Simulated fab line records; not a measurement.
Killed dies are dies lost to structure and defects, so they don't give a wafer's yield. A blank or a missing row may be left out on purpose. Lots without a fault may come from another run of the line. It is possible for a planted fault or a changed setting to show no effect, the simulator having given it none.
Matching of chambers | flow gf180mcu | GF_PASSIVATION_CVD_02 on pecvd-01: 3 sister chambers
The step deposits Si3N4, target thk 700 nm, time 486.18 s. 6 wafers are shown with their chamber, then 9 later ones without.

## WAFERS WITH THEIR CHAMBER
wafer  | chamber | heater-power-outer-w (W) | heater-power-w (W)
L082.6 | 2       | 363                      | 654
L084.5 | 0       | 437                      | 752
L084.6 | 2       | 454                      | 768
L089.2 | 1       | 424                      | 729
L089.4 | 1       | 456                      | 736
L089.6 | 0       | 432                      | 713

## WAFERS WITHOUT THEIR CHAMBER
wafer  | heater-power-outer-w (W) | heater-power-w (W)
L091.4 | 392                      | 665
L091.5 | 488                      | 829
L091.6 | 489                      | 782
L093.1 | 408                      | 733
L093.4 | 434                      | 725
L093.6 | 383                      | 672
L096.3 | 461                      | 735
L096.4 | 463                      | 797
L096.5 | 471                      | 759

## THE CHAMBER EACH PASSED THROUGH
wafer  | from the rows above          | in truth
L091.4 | can't be placed: 2 or 0 or 1 | 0
L091.5 | can't be placed: 1 or 0 or 2 | 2
L091.6 | can't be placed: 1 or 0 or 2 | 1
L093.1 | can't be placed: 2 or 0 or 1 | 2
L093.4 | can't be placed: 0 or 1 or 2 | 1
L093.6 | can't be placed: 2 or 0 or 1 | 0
L096.3 | can't be placed: 1 or 0 or 2 | 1
L096.4 | can't be placed: 1 or 0 or 2 | 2
L096.5 | can't be placed: 1 or 0 or 2 | 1
0 of 9 placed correctly. Cannot be placed on the basis of these rows: 9; the candidates contain the true chamber in 9. Number placed wrongly: 0.
How it was worked out, from the rows above alone: a wafer's distance from a chamber is the root of the sum, over the readings, of the square of ((its reading less the chamber's mean) divided by the reading's scatter). The wafer belongs to the nearest chamber; if the next one is less than 2 further off, it can't be placed. The mean given for a chamber averages the wafers shown for that chamber. How the scatter is found: for the shown wafers, subtract from each reading the mean of its chamber, square and add these, divide the total by (wafers less chambers), then take the root.
